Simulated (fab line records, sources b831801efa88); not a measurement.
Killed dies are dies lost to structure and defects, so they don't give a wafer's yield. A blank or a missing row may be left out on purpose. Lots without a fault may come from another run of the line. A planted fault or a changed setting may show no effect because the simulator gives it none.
Which tool did it? | flow gf180mcu | 13 lots, 39 wafers sampled, at 4 steps of a route of 602

WHAT THE GAUGES READ, wafer by wafer
GF_M4_THK_MEAS_06: measures by xrf. Usual: M4_ALCU_THK 446 nm, standard deviation 4.7.
lot  | measured     | on            | M4_ALCU_THK (nm) | flag
L825 | day 22 10:58 | film_metro-04 | 450 446 448      |
L826 | day 22 17:29 | film_metro-01 | 447 439 448      |
L828 | day 23 17:07 | film_metro-03 | 444 447 456      |
L829 | day 24 00:10 | film_metro-04 | 442 442 444      |
L830 | day 24 09:23 | film_metro-01 | 448 446 447      |
L831 | day 24 17:43 | film_metro-01 | 440 440 441      |
L832 | day 24 21:45 | film_metro-01 | 445 444 445      |
L833 | day 25 10:34 | film_metro-01 | 451 447 445      |
L834 | day 25 11:56 | film_metro-04 | 451 439 450      |
L836 | day 26 03:24 | film_metro-01 | 446 445 444      |
L837 | day 26 22:36 | film_metro-03 | 457 452 449      |
L838 | day 27 00:13 | film_metro-04 | 454 452 451      |
L840 | day 27 19:09 | film_metro-01 | 441 438 441      |

GF_V4_CD_MEAS_14: target cd 260 nm. Usual: cd_nm 260.4 nm, standard deviation 1.3.
lot  | measured     | on        | cd_nm (nm)        | flag
L825 | day 24 08:54 | cd_sem-02 | 259.8 259.7 258.8 |
L826 | day 24 15:29 | cd_sem-02 | 258.8 259.6 258.1 |
L828 | day 25 14:21 | cd_sem-02 | 259.2 260.2 260.0 |
L829 | day 25 20:23 | cd_sem-02 | 261.4 261.1 262.8 |
L830 | day 26 06:13 | cd_sem-02 | 260.2 261.2 261.2 |
L831 | day 26 14:20 | cd_sem-02 | 260.5 259.7 260.4 |
L832 | day 26 17:38 | cd_sem-01 | 263.0 261.0 260.5 |
L833 | day 27 05:55 | cd_sem-02 | 259.4 260.3 260.6 |
L834 | day 27 06:53 | cd_sem-02 | 261.8 259.3 260.8 |
L836 | day 27 21:14 | cd_sem-02 | 261.8 260.4 260.6 |
L837 | day 28 16:04 | cd_sem-02 | 261.8 262.7 261.7 |
L838 | day 28 17:28 | cd_sem-02 | 267.7 262.2 270.9 | OFF
L840 | day 29 11:17 | cd_sem-02 | 260.6 260.7 260.6 |

WHICH TOOL RAN EACH LOT (tool, then ch and the chambers of the sampled wafers, then the start)
lot  | GF_V4_CVD_02                    | GF_V4_EXPOSE_11
L825 | pecvd-01 ch 0,1,2, day 23 10:17 | krf_scanner-02 ch 0, day 23 22:23
L826 | pecvd-02 ch 0,1,2, day 23 17:04 | krf_scanner-01 ch 0, day 24 05:02
L828 | pecvd-02 ch 0,1,2, day 24 15:58 | krf_scanner-01 ch 0, day 25 03:54
L829 | pecvd-02 ch 0,2, day 24 22:55   | krf_scanner-02 ch 0, day 25 09:47
L830 | pecvd-04 ch 0,2, day 25 08:01   | krf_scanner-02 ch 0, day 25 19:28
L831 | pecvd-04 ch 0,1,2, day 25 16:31 | krf_scanner-01 ch 0, day 26 03:58
L832 | pecvd-02 ch 0,2, day 25 20:12   | krf_scanner-01 ch 0, day 26 07:35
L833 | pecvd-02 ch 1,2, day 26 08:47   | krf_scanner-02 ch 0, day 26 20:07
L834 | pecvd-01 ch 0,1,2, day 26 10:23 | krf_scanner-02 ch 0, day 26 21:32
L836 | pecvd-01 ch 0,2, day 27 01:00   | krf_scanner-02 ch 0, day 27 11:12
L837 | pecvd-02 ch 0,1,2, day 27 19:32 | krf_scanner-02 ch 0, day 28 06:08
L838 | pecvd-04 ch 0,1,2, day 27 21:08 | krf_scanner-02 ch 0, day 28 07:19
L840 | pecvd-02 ch 1,2, day 28 15:28   | krf_scanner-01 ch 0, day 29 01:38
- GF_V4_CVD_02: deposits SiO2 from TEOS, target thk 850 nm, time 94.851 s.
- GF_V4_EXPOSE_11: exposes mask Via4, target cd 260 nm.

WHAT THE TOOLS THEMSELVES READ (means of the sampled wafers that have a number; where no wafer has one, the mark that the record gives instead)
GF_V4_CVD_02. Usual: heater_power_outer_w 396 W, standard deviation 91; heater_power_w 697 W, standard deviation 140; rf_fwd_power_W 596.3 W, standard deviation 2.1.
lot  | tool     | heater_power_outer_w (W) | heater_power_w (W) | rf_fwd_power_W (W) | flag
L825 | pecvd-01 | 424                      | 720                | 594.6              |
L826 | pecvd-02 | 390                      | 702                | 595.7              |
L828 | pecvd-02 | 391                      | 693                | 596.7              |
L829 | pecvd-02 | 471                      | 828                | 599.4              |
L830 | pecvd-04 | 434                      | 733                | 597.4              |
L831 | pecvd-04 | 385                      | 678                | 595.7              |
L832 | pecvd-02 | 418                      | 764                | 598.1              |
L833 | pecvd-02 | 322                      | 580                | 596.9              |
L834 | pecvd-01 | 433                      | 732                | 594.0              |
L836 | pecvd-01 | 440                      | 771                | 597.0              |
L837 | pecvd-02 | 396                      | 717                | 598.1              |
L838 | pecvd-04 | 404                      | 689                | 594.5              |
L840 | pecvd-02 | 392                      | 684                | 599.4              |

THE ANSWER, worked out from the rows above alone
Rule: a lot is off if the mean of its wafers that have a number lies more than 3 standard deviations from the usual mean. A lot without any number at a reading at which 4 lots or more have one is off too. The other lots that the step has rows for count as sound. The gauges are gone through in route order, then the tools' own readings, and for those a lot's mean is taken as printed above. The first step at which some lot is off is used, and at that step the reading that is off furthest; a lot without a number counts as furthest.
Off: L838, at GF_V4_CD_MEAS_14 (cd_nm).
A tool fits if, at a process step before that reading, it ran every lot that is off, and no sound lot after the first of them. The gauges at GF_V4_CD_MEAS_14 are tried like those tools. Can't be told from this: 2 tools fit, pecvd-04 at GF_V4_CVD_02, krf_scanner-02 at GF_V4_EXPOSE_11.

WHAT THE SIMULATOR HAD PUT IN
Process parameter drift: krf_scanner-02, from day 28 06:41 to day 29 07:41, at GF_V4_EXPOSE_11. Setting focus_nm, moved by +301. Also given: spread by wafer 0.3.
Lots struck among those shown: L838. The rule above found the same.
